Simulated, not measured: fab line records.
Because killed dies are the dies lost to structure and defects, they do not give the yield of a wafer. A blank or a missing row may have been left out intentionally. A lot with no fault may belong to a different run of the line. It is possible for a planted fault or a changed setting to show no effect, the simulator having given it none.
The same fault as seen by 2 desks -- flow sky130 -- numbers are kept per desk, each desk with only its own; the story behind them comes last

== THE METROLOGY DESK ==
What the gauges read for every lot (on any tool): the sampled wafers with a number, averaged. Any lot whose mean is over 4 standard deviations away from the usual mean is out of limits and marked OUT; that distance is given in the brackets.
Columns: A = cd-nm at SKY_POLY_CUT_CD_MEAS_08, usual 269.9 nm; B = LI_CONTACT_HDPCVD_THK at SKY_LI_CONTACT_THK_MEAS_01, usual 890 nm
lot,first seen here,A,B
L612,day 25 16:29,271.2,898
L610,day 25 19:07,270.3,871
L614,day 25 22:44,271.4,893
L613,day 26 02:08,268.4,883
L617,day 26 13:58,268.1,887
L621,day 28 16:10,270.0,888
L620,day 28 19:37,271.7,896
L623,day 29 01:03,269.2,890
L622,day 29 03:40,273.0,887
L624,day 29 19:31,271.0,882
L628,day 30 02:19,270.4,893
L630,day 31 17:11,269.2,888
L633,day 31 21:35,269.4,893
This desk's verdict: no lot among the 13 shows anything out of limits.

== TOOL OWNER'S DESK, iline-stepper-01 ==
The tool's own readings at SKY_LDD_LDN_EXPOSE_04 (exposes mask LDNTM, target cd 700 nm): means of the sampled wafers that have a number, for each lot that ran on this tool. Any lot whose mean is over 4 standard deviations away from the usual mean is out of limits and marked OUT; that distance is given in the brackets.
Columns: A = exposure-dose-mJ-cm2 at SKY_LDD_LDN_EXPOSE_04, usual 140.00
lot,first seen here,A
L614,day 24 00:16,139.86
L613,day 24 01:52,140.11
L621,day 26 17:36,140.02
L620,day 26 23:07,131.65 (-64) OUT
L623,day 27 05:39,131.84 (-63) OUT
L622,day 27 07:02,131.72 (-64) OUT
L628,day 28 06:33,131.70 (-64) OUT
This desk's verdict: out of limits on L620, L622, L623, L628, starting with L620 at day 26 23:07 (exposure-dose-mJ-cm2 at SKY_LDD_LDN_EXPOSE_04). Within limits: L614, L613, L621.

== ALL TOGETHER ==
On L620, L622, L623, L628, at day 26 23:07, an alarm was possible from the tool owner's desk.
The metrology desk saw nothing out of limits.
The metrology desk holds a record of L620, L622, L623, L628, inside its limits.
All the named lots went through SKY_LDD_LDN_EXPOSE_04 on iline-stepper-01.

== WHAT WAS PUT IN BY THE SIMULATOR ==
Drift in process parameters on iline-stepper-01 at SKY_LDD_LDN_EXPOSE_04, starting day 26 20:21. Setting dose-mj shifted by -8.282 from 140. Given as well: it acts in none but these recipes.
Shown lots that were struck: L620, L622, L623, L628.
Time in hours from fault onset to the first out-of-limits reading at each desk: the tool owner's desk, 3.
